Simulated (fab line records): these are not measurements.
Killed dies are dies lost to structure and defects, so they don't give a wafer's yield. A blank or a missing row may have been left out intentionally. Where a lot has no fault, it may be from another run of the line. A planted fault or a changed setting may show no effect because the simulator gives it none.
Problem report in the 8D (eight disciplines) form, filled by code | flow sky130 | the parts of the form that need people (team, actions taken, sign-off) are left out

## 1. THE ISSUE
Mean of oes product au at SKY_METAL4_METAL_ETCH_18: 0.913 a.u. across 2 wafers in 2 lots; on wafers with no fault it is 0.866 a.u. (standard deviation 0.0061). That is +7.7 standard deviations from the usual mean.
The step: etches the open film in Cl2/BCl3, stops on SiO2, target depth 845 nm, time 183.1 s.
First observed at day 44 02:02: wafer L327.6, on rie metal-04. The record holds 33 wafers of 11 lots with a number at this step. The rule behind "out" and "out of limits": a value lying over 4 standard deviations away from the usual mean. All remaining wafers that have a number are taken as sound.

## 2. WHAT IT IS, AND WHAT IT ISN'T
question                    | is                | is not
which readings at this step | oes product au    | chamber pressure mTorr, drypump motor current A, throttle valve pct
which lots                  | L327, L328        | L318, L319, L321, L324, L325, L326, L330, L336, L340
which wafers of those lots  | L327.6, L328.2    | L327.3, L327.5, L328.3, L328.5
read on which tools         | rie metal-04      | rie metal-01, rie metal-02
when                        | from day 44 02:02 | up to then (20 sound wafers); but 11 sound wafers of L328, L330, L336, L340 came after

## 3. SUSPECTS, AND WHAT RULES EACH OUT
Counting: if a tool at a process step up to the reading ran every lot that is out, it stays a suspect. Sound lots after the first of them don't rule it out here, since some wafers of a struck lot are sound.
- pvd sputter-03 at SKY_METAL1_SPUTTER_00 (material Ti, target thk 15 nm, time 10 s): kept. Ran every lot that is out, first one L327 (day 34 01:37); last sound lot up to then L324 (day 32 23:59).
- pvd sputter-01 at SKY_METAL4_SPUTTER_02 (material AlCu, target thk 735 nm, time 39.1 s): kept. Ran every lot that is out, first one L327 (day 42 03:52); last sound lot up to then L325 (day 41 15:21).
- rie metal-04 at SKY_METAL4_METAL_ETCH_18 (etches the open film in Cl2/BCl3, stops on SiO2, target depth 845 nm, time 183.1 s): kept. Ran every lot that is out, first one L327 (day 44 02:02); last sound lot up to then L325 (day 43 14:29). Its own readings are out on those wafers: oes product au.
The count leaves pvd sputter-03 at SKY_METAL1_SPUTTER_00, pvd sputter-01 at SKY_METAL4_SPUTTER_02, and rie metal-04 at SKY_METAL4_METAL_ETCH_18.

## 4. THE CAUSE (what the simulator had put in)
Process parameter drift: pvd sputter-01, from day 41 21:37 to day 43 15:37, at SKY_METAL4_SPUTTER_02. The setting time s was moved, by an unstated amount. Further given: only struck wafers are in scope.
Of the 3 suspects that counting leaves, this tool is one.

## 5. THE EFFECT CHAIN, in route order
Each row: a reading where the mean over the struck wafers with a number is more than 3 standard deviations away from the usual. Scope: only readings with a usual standard deviation given in the record; hours: median across lots of the time from each lot's start at the first step in this table that gives one to its start at this step; sigmas: change in usual standard deviations.
hours | step                     | reading        | usual      | on struck wafers | change | sigmas
0     | SKY_METAL4_METAL_ETCH_18 | oes product au | 0.866 a.u. | 0.913            | +0.047 | +7.7
The process steps in it:
- SKY_METAL4_METAL_ETCH_18: etches the open film in Cl2/BCl3, stops on SiO2, target depth 845 nm, time 183.1 s.

## 6. WHAT WOULD HAVE CAUGHT IT SOONER
52 hours passed between the start of the fault at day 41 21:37 and the first reading out of limits in this record, taken at day 44 02:02.
An alarm limit of 4 standard deviations would not have fired on the tool readings at SKY_METAL4_SPUTTER_02 for which the record gives a usual standard deviation, since none of them was out on any struck wafer.
By day 44 02:02, every lot that is out (2) had started SKY_METAL4_SPUTTER_02 on pvd sputter-01. A hold on the tool at that time would have spared none of them.
